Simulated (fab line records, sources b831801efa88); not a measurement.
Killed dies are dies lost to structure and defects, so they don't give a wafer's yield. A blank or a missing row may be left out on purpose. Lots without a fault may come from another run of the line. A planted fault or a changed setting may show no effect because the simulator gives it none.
A struck lot beside a sound one | flow sky130 | 18 steps out of a route of 708
Sound: wafers L641.1, L641.5, L641.6. Struck: wafers L655.2, L655.3, L655.5. The cause comes at the end.
At each step with rows: each side's tool, then ch and its chambers, then its first start. Under that, the readings that differ: sound wafers | struck wafers | difference of the means | sigmas: that difference in standard deviations of wafers without a fault.
alike: readings whose means differ by less than 2 such deviations, and words and numbers that are the same on both sides. not compared: withheld readings, readings that some wafer has no value for, bounds like >300 that may hide the same value, and numbers for which the record gives no deviation and whose values overlap.
The two part at a step that has a row with sigmas, a row that says differs or no value, or rows on one side only. Numbers that don't overlap but have no deviation are shown without sigmas and don't part them. A reading that every wafer of one side lacks parts them only if that side has two wafers or more.

first, 6 steps without rows for these wafers: SKY_RES_XHIGH_COAT_02 (resist thk 1140 nm); SKY_RES_XHIGH_SOFTBAKE_03 (time 60 s); SKY_RES_XHIGH_EXPOSE_04 (exposes mask URPM, target cd 1270 nm); SKY_RES_XHIGH_PEB_05; SKY_RES_XHIGH_DEVELOP_06 (develop time 60 s); SKY_RES_XHIGH_IMPLANT_07.
SKY_RES_XHIGH_STRIP_08: strips in O2/N2.
  sound on plasma_asher-02 ch 0,1, day 27 05:38; struck on plasma_asher-02 ch 0,1, day 31 21:05
  alike: chamber_pressure_mTorr, drypump_motor_current_A, oes_product_au, strip_time_to_endpoint_s
  not compared: rf_hours_counter_h
SKY_RES_XHIGH_TW_MEAS_09:
  sound on film_metro-01, day 27 05:44; struck on film_metro-02, day 31 21:11
  alike: RES_XHIGH_TW
then, 4 steps without rows for these wafers: SKY_SD_N_DEHYDRATE_00 (time 60 s); SKY_SD_N_HMDS_01 (prime time 60 s); SKY_SD_N_COAT_02 (resist thk 1140 nm); SKY_SD_N_SOFTBAKE_03 (time 60 s).
SKY_SD_N_EXPOSE_04: exposes mask NSDM, target cd 380 nm.
  sound on iline_stepper-01 ch 0, day 27 20:38; struck on iline_stepper-02 ch 0, day 32 10:05
  reading | sound                | struck                        | difference | sigmas
  mask    | NSDM#0 NSDM#0 NSDM#0 | NSDM_R1#0 NSDM_R1#0 NSDM_R1#0 | differs    |
then, 2 steps without rows for these wafers: SKY_SD_N_PEB_05; SKY_SD_N_DEVELOP_06 (develop time 60 s).
SKY_SD_N_CD_MEAS_07: target cd 380 nm.
  sound on cd_sem-01, day 28 09:41; struck on cd_sem-01, day 32 23:48
  reading    | sound             | struck            | difference | sigmas
  cd_nm (nm) | 383.0 383.3 382.7 | 335.1 333.2 332.2 | -49.5      | -19
SKY_SD_N_OVL_MEAS_08:
  sound on overlay-01, day 28 09:49; struck on overlay-02, day 32 23:55
  alike: SD_N_OVL
-- the record jumps here: 17 days lie between the struck wafers' starts before and after (it left off in module SD_N and takes up again in module PAD_OPEN, whose first step shown is number 708 of the route) --
SKY_PAD_OPEN_PROBE_99:
  sound on prober-01, day 46 01:42; struck on prober-01, day 49 12:41
  alike: killed_at_M0_to_M3, killed_at_M4_up, killed_at_contacts, killed_at_front_end, killed_at_other, killed_dies, killed_open, killed_short

WHERE THEY PART
First at SKY_SD_N_EXPOSE_04; last, within this record, at SKY_SD_N_CD_MEAS_07. Later steps at which nothing parts them and some readings are alike: SKY_SD_N_OVL_MEAS_08, SKY_PAD_OPEN_PROBE_99.

WHY: what the simulator had put in
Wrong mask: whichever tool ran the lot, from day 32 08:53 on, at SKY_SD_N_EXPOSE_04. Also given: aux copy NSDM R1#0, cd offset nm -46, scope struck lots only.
